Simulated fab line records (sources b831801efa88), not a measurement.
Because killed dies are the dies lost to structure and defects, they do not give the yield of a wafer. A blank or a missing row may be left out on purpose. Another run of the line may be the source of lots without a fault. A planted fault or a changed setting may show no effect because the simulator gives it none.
Check for tools in common | flow gf180mcu | Sample size 11 lots and 33 wafers

## REASON IT WAS OPENED
At GF_MVPSD_TW_MEAS_11 the reading MVPSD_TW is flagged on 3 of 11 lots. Wafers without a fault read 553, standard deviation 3.5.
Rule: a lot is flagged when every wafer of it that has a number lies more than 4 standard deviations from that mean, or none has a number. The rest of the lots are taken to be sound.

lot  | measured     | on           | MVPSD_TW, wafer by wafer | flag
L152 | day 5 06:47  | filmMetro-03 | 547 548 549              | 
L153 | day 5 12:26  | filmMetro-04 | 556 554 554              | 
L154 | day 5 19:31  | filmMetro-01 | 550 552 553              | 
L157 | day 6 12:44  | filmMetro-04 | 560 559 559              | 
L161 | day 7 13:38  | filmMetro-01 | 553 550 551              | 
L163 | day 8 01:31  | filmMetro-03 | 551 550 554              | 
L164 | day 8 08:12  | filmMetro-04 | 1571 1585 1574           | FLAGGED
L165 | day 8 11:59  | filmMetro-01 | 1561 1560 1553           | FLAGGED
L167 | day 8 22:38  | filmMetro-01 | 1560 1558 1561           | FLAGGED
L172 | day 10 09:19 | filmMetro-04 | 553 548 550              | 
L174 | day 10 18:58 | filmMetro-03 | 551 551 549              | 
Averaged over the flagged lots the numbers come to 1565, +1012 from the usual (+99 or more standard deviations).

## LOT BY LOT: THE TOOL USED
Before the reading, the record contains 2 process steps out of a 602-step route. In each cell: the tool, then ch and the chambers that the sampled wafers went through, then the start.
lot  | flag    | GF_MVSD_COAT_02                 | GF_MVSD_STRIP_10
L152 |         | lithoTrack-04 ch 0, day 4 09:02 | plasmaAsher-04 ch 0,1, day 4 16:28
L153 |         | lithoTrack-03 ch 0, day 4 13:58 | plasmaAsher-01 ch 0,1, day 4 21:34
L154 |         | lithoTrack-01 ch 0, day 4 21:03 | plasmaAsher-04 ch 0,1, day 5 04:31
L157 |         | lithoTrack-04 ch 0, day 5 14:40 | plasmaAsher-04 ch 0,1, day 5 22:07
L161 |         | lithoTrack-03 ch 0, day 6 13:02 | plasmaAsher-01 ch 0,1, day 6 21:22
L163 |         | lithoTrack-03 ch 0, day 6 23:50 | plasmaAsher-04 ch 0,1, day 7 08:25
L164 | FLAGGED | lithoTrack-03 ch 0, day 7 06:52 | plasmaAsher-04 ch 0,1, day 7 15:16
L165 | FLAGGED | lithoTrack-03 ch 0, day 7 10:58 | plasmaAsher-01 ch 0,1, day 7 19:07
L167 | FLAGGED | lithoTrack-03 ch 0, day 7 20:23 | plasmaAsher-03 ch 0,1, day 8 05:05
L172 |         | lithoTrack-04 ch 0, day 9 06:05 | plasmaAsher-01 ch 0,1, day 9 15:17
L174 |         | lithoTrack-04 ch 0, day 9 15:38 | plasmaAsher-04 ch 0,1, day 10 01:11
What is done by these steps:
- GF_MVSD_COAT_02: resist thk 3000 nm.
- GF_MVSD_STRIP_10: strips in O2/N2.
- GF_MVPSD_TW_MEAS_11

## FLAGGED OVER TOTAL, TOOL BY TOOL (the gauges that took the reading come last)
step                | tool           | lots run | flagged | share of the flagged lots | sound lots run after its first flagged lot
GF_MVSD_COAT_02     | lithoTrack-01  | 1        | 0       | none                      | -
GF_MVSD_COAT_02     | lithoTrack-03  | 6        | 3       | all                       | 0
GF_MVSD_COAT_02     | lithoTrack-04  | 4        | 0       | none                      | -
GF_MVSD_STRIP_10    | plasmaAsher-01 | 4        | 1       | some                      | 1 (L172)
GF_MVSD_STRIP_10    | plasmaAsher-03 | 1        | 1       | some                      | 0
GF_MVSD_STRIP_10    | plasmaAsher-04 | 6        | 1       | some                      | 1 (L174)
GF_MVPSD_TW_MEAS_11 | filmMetro-01   | 4        | 2       | some                      | 0
GF_MVPSD_TW_MEAS_11 | filmMetro-03   | 3        | 0       | none                      | -
GF_MVPSD_TW_MEAS_11 | filmMetro-04   | 4        | 1       | some                      | 1 (L172)

## WHAT THE TABLE ALLOWS
All flagged lots share 1 row of the table, namely lithoTrack-03 at GF_MVSD_COAT_02.
- lithoTrack-03 at GF_MVSD_COAT_02: 3 of its 6 lots flagged. It ran its last sound lot, L163, at day 6 23:50 and its first flagged lot, L164, at day 7 06:52: a fault with its onset between the two fits.
Just one tool remains: lithoTrack-03 at GF_MVSD_COAT_02.

## WHAT THE SIMULATOR HAD PUT IN
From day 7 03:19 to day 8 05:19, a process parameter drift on lithoTrack-03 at GF_MVSD_COAT_02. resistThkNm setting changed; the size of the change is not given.
Lots struck among those shown: L164, L165, L167. This agrees with what the rule above found.
